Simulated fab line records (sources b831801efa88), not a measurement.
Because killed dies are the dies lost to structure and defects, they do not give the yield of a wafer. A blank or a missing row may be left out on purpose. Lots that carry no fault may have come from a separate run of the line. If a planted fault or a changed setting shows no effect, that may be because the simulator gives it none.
Comparing a struck lot with a sound one | flow sky130 | 14 out of 708 route steps
Sound: the wafers L753.4, L753.5, L753.6. The struck wafers were L767.3, L767.4, L767.5. At the end, the cause is stated.
Order at every step that has rows: each side's tool, ch and its chambers, its first start. Under that, the readings that differ: sound wafers | struck wafers | difference of the means | sigmas: that difference in standard deviations of wafers without a fault.
alike: words and numbers the same on both sides, and readings whose means are apart by under 2 such deviations; not compared: readings that were withheld, readings missing a value for some wafer, numbers with overlapping values and no deviation given by the record, and bounds like >300 which may hide the same value.
Wherever a step has rows on one side only, a row that says differs or no value, or a row with sigmas, the two part there. Numbers that don't overlap but have no deviation are shown without sigmas and don't part them. Lack of a reading on every wafer of one side parts them only where that side has two or more wafers.

first, 3 steps without rows for these wafers: SKY_VT_ADJUST_HVTP_EXPOSE_04 (exposes mask HVTPM, target cd 380 nm); SKY_VT_ADJUST_HVTP_PEB_05; SKY_VT_ADJUST_HVTP_DEVELOP_06 (develop time 60 s).
SKY_VT_ADJUST_HVTP_CD_MEAS_07: the cd target is 380 nm.
  struck on cd_sem-01, day 11 16:51; sound on cd_sem-01, day 8 01:09
  alike: cd_nm
SKY_VT_ADJUST_HVTP_OVL_MEAS_08:
  struck on overlay-01, day 11 16:56; sound on overlay-02, day 8 01:14
  alike: VT_ADJUST_HVTP_OVL
following that, these wafers have no rows for 1 step: SKY_VT_ADJUST_HVTP_IMPLANT_09.
SKY_VT_ADJUST_HVTP_STRIP_10: strips in O2/N2.
  sound on plasma_asher-01 ch 0,1, day 8 01:26; struck on plasma_asher-01 ch 0,1, day 11 17:09
  alike: drypump_motor_current_A, oes_product_au, strip_time_to_endpoint_s
  not compared: rf_hours_counter_h
SKY_VT_ADJUST_HVTP_TW_MEAS_11:
  struck on film_metro-01, day 11 17:14; sound on film_metro-03, day 8 01:32
  reading           | sound          | struck         | difference | sigmas
  VT_ADJUST_HVTP_TW | 1339 1338 1345 | 1373 1378 1381 | +37        | +2
then, 4 steps without rows for these wafers: SKY_VT_ADJUST_LVTN_DEHYDRATE_00 (time 60 s); SKY_VT_ADJUST_LVTN_HMDS_01 (prime time 60 s); SKY_VT_ADJUST_LVTN_COAT_02 (resist thk 3000 nm); SKY_VT_ADJUST_LVTN_SOFTBAKE_03.
SKY_VT_ADJUST_LVTN_EXPOSE_04: exposes mask NWM COMPLEMENT LESS NATIVE, target cd 840 nm.
  struck on iline_stepper-02, day 12 05:13; sound on iline_stepper-02 ch 0, day 8 12:41
  no value came back on the struck wafers for exposure_dose_mJ_cm2, focus_offset_nm (nm); on the sound wafers exposure_dose_mJ_cm2 reads 193.87 193.83 193.85
  alike: mask
following that, these wafers have no rows for 1 step: SKY_VT_ADJUST_LVTN_PEB_05.

## WHERE THEY PART
At SKY_VT_ADJUST_HVTP_TW_MEAS_11 first; at SKY_VT_ADJUST_LVTN_EXPOSE_04 last (within this record only).

WHY: what had been put in by the simulator
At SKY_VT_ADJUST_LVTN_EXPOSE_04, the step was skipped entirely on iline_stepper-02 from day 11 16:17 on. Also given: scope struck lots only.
